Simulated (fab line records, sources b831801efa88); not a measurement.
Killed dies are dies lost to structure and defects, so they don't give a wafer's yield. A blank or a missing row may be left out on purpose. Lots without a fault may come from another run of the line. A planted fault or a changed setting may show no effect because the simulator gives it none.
A struck lot beside a sound one | flow sky130 | 13 steps out of a route of 708
Sound: wafers L176.1, L176.2, L176.5. Struck: wafers L185.1, L185.3, L185.5. The cause comes at the end.
At each step with rows: each side's tool, then ch and its chambers, then its first start. Under that, the readings that differ: sound wafers | struck wafers | difference of the means | sigmas: that difference in standard deviations of wafers without a fault.
alike: readings whose means differ by less than 2 such deviations, and words and numbers that are the same on both sides. not compared: withheld readings, readings that some wafer has no value for, bounds like >300 that may hide the same value, and numbers for which the record gives no deviation and whose values overlap.
The two part at a step that has a row with sigmas, a row that says differs or no value, or rows on one side only. Numbers that don't overlap but have no deviation are shown without sigmas and don't part them. A reading that every wafer of one side lacks parts them only if that side has two wafers or more.

SKY_VIA1_CD_MEAS_12: target cd 150 nm.
  sound on cd_sem-02, day 36 07:04; struck on cd_sem-02, day 38 08:25
  alike: cd_nm
SKY_VIA1_OVL_MEAS_13:
  sound on overlay-01, day 36 07:11; struck on overlay-01, day 38 08:32
  reading       | sound     | struck | difference | sigmas
  VIA1_OVL (nm) | -5 -11 -2 | 3 4 4  | +10        | +2
SKY_VIA1_ETCH_14: etches BARC in N2/H2, stops on SiO2, time 45.9 s, target depth 60 nm.
  sound on rie_diel-04 ch 0,1,2, day 36 07:13; struck on rie_diel-04 ch 1,3, day 38 08:34
  alike: drypump_motor_current_A, h2_flow_sccm, oes_product_au, throttle_valve_pct
  not compared: rf_hours_counter_h
SKY_VIA1_ETCH_15: etches SiO2 in C4F8/O2/Ar, stops on TiN, target depth 351 nm, time 54 s.
  sound on rie_diel-04 ch 0,1,2, day 36 07:16; struck on rie_diel-04 ch 1,3, day 38 08:37
  alike: oes_product_au
  not compared: rf_hours_counter_h
SKY_VIA1_STRIP_16: strips in O2/N2.
  sound on plasma_asher-04 ch 0,1, day 36 07:19; struck on plasma_asher-01 ch 0,1, day 38 08:40
  alike: drypump_motor_current_A, oes_product_au, strip_time_to_endpoint_s
  not compared: rf_hours_counter_h
then, 3 steps without rows for these wafers: SKY_VIA1_STRIP_17 (strips in post etch residue remover, time 1200 s); SKY_VIA1_CLEAN_18 (cleans in IPA, time 180 s); SKY_VIA1_CLEAN_19 (cleans in O3/DIW).
SKY_VIA1_SPUTTER_20: material TiN, target thk 20 nm, time 80 s.
  sound on pvd_sputter-01, day 36 07:54; struck on pvd_sputter-02, day 38 09:15
  alike: throttle_valve_pct
SKY_VIA1_CVD_21: deposits W, target thk 270 nm, time 80.902 s.
  sound on cvd_w-01 ch 0,1, day 36 07:58; struck on cvd_w-02 ch 0,1, day 38 09:19
  alike: heater_power_w
SKY_VIA1_RS_MEAS_22: measures by four-point-probe.
  sound on film_metro-01, day 36 08:03; struck on film_metro-04, day 38 09:24
  alike: VIA1_W_RS
SKY_VIA1_THK_MEAS_23: measures by xrf.
  sound on film_metro-01, day 36 08:10; struck on film_metro-04, day 38 09:31
  alike: VIA1_W_THK
SKY_VIA1_CMP_24: polishes, stops on SiO2, t overpolish 15 s, target thk 0 nm.
  sound on cmp-01 ch 2,3, day 36 08:14; struck on cmp-02 ch 2,3, day 38 09:38
  reading                | sound                | struck            | difference | sigmas
  overpolish_run_s (s)   | 15.006 15.001 15.010 | 0.046 0.040 0.034 | -14.966    | -99 or more
  time_to_endpoint_s (s) | 61.2 61.6 62.9       | 103.4 104.1 102.5 | +41.4      | +17
  alike: motor_current_A

WHERE THEY PART
First at SKY_VIA1_OVL_MEAS_13; last, within this record, at SKY_VIA1_CMP_24.

WHY: what the simulator had put in
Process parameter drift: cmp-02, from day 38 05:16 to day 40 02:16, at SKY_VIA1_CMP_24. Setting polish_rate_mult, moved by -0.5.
